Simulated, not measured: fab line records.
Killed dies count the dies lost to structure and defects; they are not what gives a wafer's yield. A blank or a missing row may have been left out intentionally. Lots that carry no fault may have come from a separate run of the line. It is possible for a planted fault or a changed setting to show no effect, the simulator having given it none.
Which of the tools did it? -- flow sky130 -- 11 lots, 33 wafers sampled, at 3 steps of a route of 708

== WHAT THE GAUGES SHOWED, per wafer ==
SKY_SONOS_ONO_THK_MEAS_05.
lot,measured,on,SONOS_ONO_CVD_04_THK (nm)
L645,day 11 02:49,filmMetro-03,5.69 5.78 5.69
L646,day 12 02:41,filmMetro-04,5.83 5.86 5.86
L647,day 12 03:56,filmMetro-01,5.70 5.63 5.69
L651,day 14 00:43,filmMetro-04,5.80 5.81 5.76
L654,day 14 17:04,filmMetro-01,5.68 5.66 5.67
L656,day 15 01:52,filmMetro-04,8.01 8.16 8.19
L655,day 15 03:07,filmMetro-01,8.01 7.94 7.86
L657,day 15 12:02,filmMetro-01,8.18 8.12 8.06
L666,day 19 06:14,filmMetro-03,5.56 5.70 5.49
L668,day 19 12:38,filmMetro-03,5.78 5.81 5.85
L667,day 19 14:30,filmMetro-04,5.69 5.68 5.65

== TOOL THAT RAN EACH LOT (tool first, then ch and the chambers of the sampled wafers, then the start) ==
lot,SKY_NWELL_STRIP_14,SKY_SONOS_ONO_CVD_04
L645,"plasmaAsher-03 ch 0,1, day 4 08:21","lpcvd-03 ch 1, day 11 01:34"
L646,"plasmaAsher-02 ch 0,1, day 4 20:04","lpcvd-03 ch 1, day 12 01:26"
L647,"plasmaAsher-04 ch 0,1, day 5 01:31","lpcvd-03 ch 0, day 12 02:41"
L651,"plasmaAsher-02 ch 0,1, day 6 09:03","lpcvd-03 ch 0, day 13 23:28"
L654,"plasmaAsher-03 ch 0,1, day 6 21:15","lpcvd-03 ch 1, day 14 15:47"
L656,"plasmaAsher-04 ch 0,1, day 7 05:13","lpcvd-03 ch 0, day 15 00:37"
L655,"plasmaAsher-03 ch 0,1, day 7 06:15","lpcvd-03 ch 0, day 15 01:52"
L657,"plasmaAsher-04 ch 0,1, day 7 12:28","lpcvd-03 ch 0, day 15 10:47"
L666,"plasmaAsher-02 ch 0,1, day 10 04:49","lpcvd-03 ch 0, day 19 04:22"
L668,"plasmaAsher-02 ch 0, day 10 08:34","lpcvd-03 ch 0, day 19 10:45"
L667,"plasmaAsher-02 ch 0,1, day 10 09:43","lpcvd-03 ch 0, day 19 12:38"
- SKY_NWELL_STRIP_14: strips in O2/N2.
- SKY_SONOS_ONO_CVD_04: deposits SiO2 from SiH4/N2O, target thk 5.7199 nm.

== THE ANSWER, worked out from the rows above alone ==
Rule: the lots themselves supply what counts as usual. The widest of any qualifying gaps counts: lots, ordered by their means at a reading, are off when they make up no more than a third of the lots, leave a main group of 4 or more, and stand apart from it by 3 or more times the standard deviation of that group's means. The tables above print the reading to a certain number of digits; a main group whose means all agree to those digits is not used. Also off: a lot with no number at a reading for which 4 or more lots have one. Any other lot the step has rows for is counted as sound.
Off: at SKY_SONOS_ONO_THK_MEAS_05 (SONOS_ONO_CVD_04_THK), L656, L655, L657. The main group has a mean of 5.72 nm with a standard deviation of 0.084.
If a tool, at a process step before that reading, ran all the lots that are off and no sound lot after the first of them, it fits. The gauges at SKY_SONOS_ONO_THK_MEAS_05 are tried like those tools. None of those tried fits.

== WHAT THE SIMULATOR PUT IN ==
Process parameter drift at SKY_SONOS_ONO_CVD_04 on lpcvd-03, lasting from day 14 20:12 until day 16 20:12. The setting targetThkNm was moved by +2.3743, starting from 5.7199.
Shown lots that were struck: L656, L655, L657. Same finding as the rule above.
